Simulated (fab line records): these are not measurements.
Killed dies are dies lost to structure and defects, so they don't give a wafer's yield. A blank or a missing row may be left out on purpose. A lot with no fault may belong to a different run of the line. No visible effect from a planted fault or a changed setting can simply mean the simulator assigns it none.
Chamber matching -- flow sky130 -- SKY_CONTACT_CVD_00 on pecvd-01 has 3 sister chambers
The step deposits Si3N4, target thk 75 nm. 14 wafers are shown with their chamber, then 7 later ones without.

== WAFERS, EACH WITH ITS CHAMBER ==
wafer,chamber,heater power w (W)
L357.1,0,736
L357.2,1,901
L357.6,1,878
L358.1,1,837
L358.3,2,736
L358.5,2,739
L362.1,1,801
L362.4,2,727
L362.6,1,801
L367.2,0,738
L367.4,2,649
L367.5,0,738
L369.1,2,688
L369.5,2,698

SIGNATURES (means of the wafers above)
reading,chamber 0,chamber 1,chamber 2,scatter within a chamber
heater power w,737.33,843.60,706.17,36
Rule: a wafer lies at a distance from a chamber equal to the root of the sum of squares, over the readings, of (its reading less the chamber's mean, divided by the reading's scatter). If the next closest chamber is less than 2 further off than the closest, the wafer can't be placed; otherwise it belongs to the closest. The scatter is the square root of a quotient: the sum, over the shown wafers, of each reading's squared deviation from its chamber's mean, divided by wafers minus chambers.

== WAFERS WITH NO CHAMBER GIVEN ==
wafer,heater power w (W)
L369.6,714
L375.3,775
L375.4,795
L375.6,771
L378.2,766
L378.4,780
L378.5,838

== THE CHAMBER EACH PASSED THROUGH ==
wafer,from the rows above,in truth
L369.6,can't be placed: 2 or 0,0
L375.3,can't be placed: 0 or 1 or 2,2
L375.4,can't be placed: 1 or 0 or 2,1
L375.6,can't be placed: 0 or 2 or 1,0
L378.2,can't be placed: 0 or 2 or 1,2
L378.4,can't be placed: 0 or 1 or 2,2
L378.5,1,1
Correct placement for 1 of the 7. Not placeable from these rows: 6 (in 6, the candidates include the true chamber). 0 placed wrongly.
